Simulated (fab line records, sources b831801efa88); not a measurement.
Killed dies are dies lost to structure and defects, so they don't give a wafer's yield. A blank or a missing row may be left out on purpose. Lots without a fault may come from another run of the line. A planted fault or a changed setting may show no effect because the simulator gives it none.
Which tool did it? | flow sky130 | 6 lots, 18 wafers sampled, at 4 steps of a route of 708

WHAT THE GAUGES READ, wafer by wafer
SKY_VT_ADJUST_NCORE_OVL_MEAS_08.
lot  | measured     | on         | VT_ADJUST_NCORE_OVL (nm)
L648 | day 8 22:35  | overlay-02 | -2.2 -2.0 -1.2
L650 | day 9 10:57  | overlay-01 | 1.7 1.4 1.0
L659 | day 12 04:58 | overlay-02 | -0.1 -0.3 -0.3
L662 | day 12 23:51 | overlay-02 | -0.2 -0.9 0.8
L664 | day 13 14:03 | overlay-02 | 1.8 0.3 0.3
L667 | day 14 13:49 | overlay-02 | -1.1 -0.6 -2.3

WHICH TOOL RAN EACH LOT (tool, then ch and the chambers of the sampled wafers, then the start)
lot  | SKY_NWELL_STRIP_14                  | SKY_NWELL_STRIP_25                   | SKY_VT_ADJUST_NCORE_DEVELOP_06
L648 | plasma_asher-03 ch 0,1, day 4 21:47 | plasma_asher-04 ch 0,1, day 5 15:14  | litho_track-02 ch 0, day 8 22:20
L650 | plasma_asher-04 ch 0,1, day 5 08:23 | plasma_asher-04 ch 0,1, day 6 02:23  | litho_track-04 ch 0, day 9 10:42
L659 | plasma_asher-03 ch 0,1, day 7 14:04 | plasma_asher-04 ch 0,1, day 8 10:11  | litho_track-02 ch 0, day 12 04:42
L662 | plasma_asher-03 ch 1, day 8 04:14   | plasma_asher-01 ch 0,1, day 9 01:02  | litho_track-04 ch 0, day 12 23:36
L664 | plasma_asher-01 ch 0,1, day 8 17:26 | plasma_asher-03 ch 0,1, day 9 14:20  | litho_track-04 ch 0, day 13 13:47
L667 | plasma_asher-04 ch 1, day 9 11:41   | plasma_asher-01 ch 0,1, day 10 09:49 | litho_track-01 ch 0, day 14 13:32
- SKY_NWELL_STRIP_14: strips in O2/N2.
- SKY_NWELL_STRIP_25: strips in O2/N2.
- SKY_VT_ADJUST_NCORE_DEVELOP_06: develop time 60 s.

THE ANSWER, worked out from the rows above alone
Rule: what is usual is taken from the lots themselves. Put in order of their means at a reading, lots are off if they are a third of the lots or fewer, leave a main group of 4 or more, and stand apart from it by a gap of 3 or more times the standard deviation of the main group's means; of several such gaps the widest counts. A main group whose means are all the same, to the digits that the tables above print for the reading, isn't used. A lot without any number at a reading at which 4 lots or more have one is off too. The other lots that the step has rows for count as sound.
No lot is off at any reading shown: from this, nothing can be told.

WHAT THE SIMULATOR HAD PUT IN
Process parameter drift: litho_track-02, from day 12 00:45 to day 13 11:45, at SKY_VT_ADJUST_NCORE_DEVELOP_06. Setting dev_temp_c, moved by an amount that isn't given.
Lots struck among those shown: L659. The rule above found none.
